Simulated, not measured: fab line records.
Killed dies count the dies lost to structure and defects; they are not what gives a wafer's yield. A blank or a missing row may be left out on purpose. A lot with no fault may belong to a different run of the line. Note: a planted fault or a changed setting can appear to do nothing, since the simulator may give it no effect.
Struck lot and sound lot, side by side ; flow gf180mcu ; 14 steps out of a route of 602
Sound: the wafers L107.1, L107.2, L107.5. Wafers L109.1, L109.2, L109.4 were the ones struck. The cause is named last.
Order at every step that has rows: each side's tool, ch and its chambers, its first start. Under that, the readings that differ: sound wafers ; struck wafers ; difference of the means ; sigmas: that difference in standard deviations of wafers without a fault.
alike: words and numbers the same on both sides, and readings whose means are apart by under 2 such deviations; not compared: readings that were withheld, readings missing a value for some wafer, numbers with overlapping values and no deviation given by the record, and bounds like >300 which may hide the same value.
The two part at a step that has a row with sigmas, a row that says differs or no value, or rows on one side only. Non-overlapping numbers with no deviation appear without sigmas and do not part them. A reading that every wafer of one side lacks parts them only if that side has two wafers or more.

first, 6 steps without rows for these wafers: GF_M4_HMDS_08 (prime time 60 s); GF_M4_COAT_09 (resist thk 1000 nm); GF_M4_SOFTBAKE_10 (time 60 s); GF_M4_EXPOSE_11 (exposes mask Metal4, target cd 280 nm); GF_M4_PEB_12 (peb time 90 s); GF_M4_DEVELOP_13 (develop time 60 s).
GF_M4_CD_MEAS_14 targets a cd of 280 nm.
  sound on cdSem-02 at day 26 07:16; struck on cdSem-01 at day 26 21:37
  alike: cdNm
GF_M4_OVL_MEAS_15:
  sound on overlay-02 at day 26 07:23; struck on overlay-02 at day 26 21:44
  alike: M4_OVL
GF_M4_METAL_ETCH_16: etches the open film in Cl2/BCl3, stops on SiO2, target depth 750.8 nm, time 125.1 s.
  sound on rieMetal-04 ch 1, day 26 07:25; struck on rieMetal-03 ch 0,1, day 26 21:46
  alike: drypumpMotorCurrentA, oesProductAu, rfFwdPowerW, throttleValvePct
  not compared: rfHoursCounterH
GF_M4_STRIP_17: strips in O2/N2.
  sound on plasmaAsher-02 ch 0,1, day 26 07:40; struck on plasmaAsher-02 ch 0,1, day 26 21:54
  alike: drypumpMotorCurrentA, heaterPowerW, o2FlowSccm, oesProductAu, stripTimeToEndpointS
  not compared: rfHoursCounterH
then, 2 steps without rows for these wafers: GF_M4_STRIP_18 (strips in post etch residue remover, time 1200 s); GF_M4_CLEAN_19 (cleans in DIW).
GF_V4_CVD_00: deposits SiO2, target thk 600 nm, time 100 s.
  sound on hdpcvd-01 ch 0,1,2, day 26 08:13; struck on hdpcvd-01 ch 0,1,2, day 26 22:28
  no value came back on the struck wafers for pressureMtorr (mTorr), runLengthS (s), sih4FlowSccm (sccm); on the sound wafers pressureMtorr (mTorr) reads 6.007 5.984 5.989
GF_PASSIVATION_PROBE_99:
  sound wafers here have rows in the record (prober-02, day 31 11:07); struck ones have none

## WHERE THEY PART
At GF_V4_CVD_00 first; at GF_PASSIVATION_PROBE_99 last (within this record only).

WHY: what had been put in by the simulator
Skipped step whole: hdpcvd-01, from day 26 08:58 on, at GF_V4_CVD_00. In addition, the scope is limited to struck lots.
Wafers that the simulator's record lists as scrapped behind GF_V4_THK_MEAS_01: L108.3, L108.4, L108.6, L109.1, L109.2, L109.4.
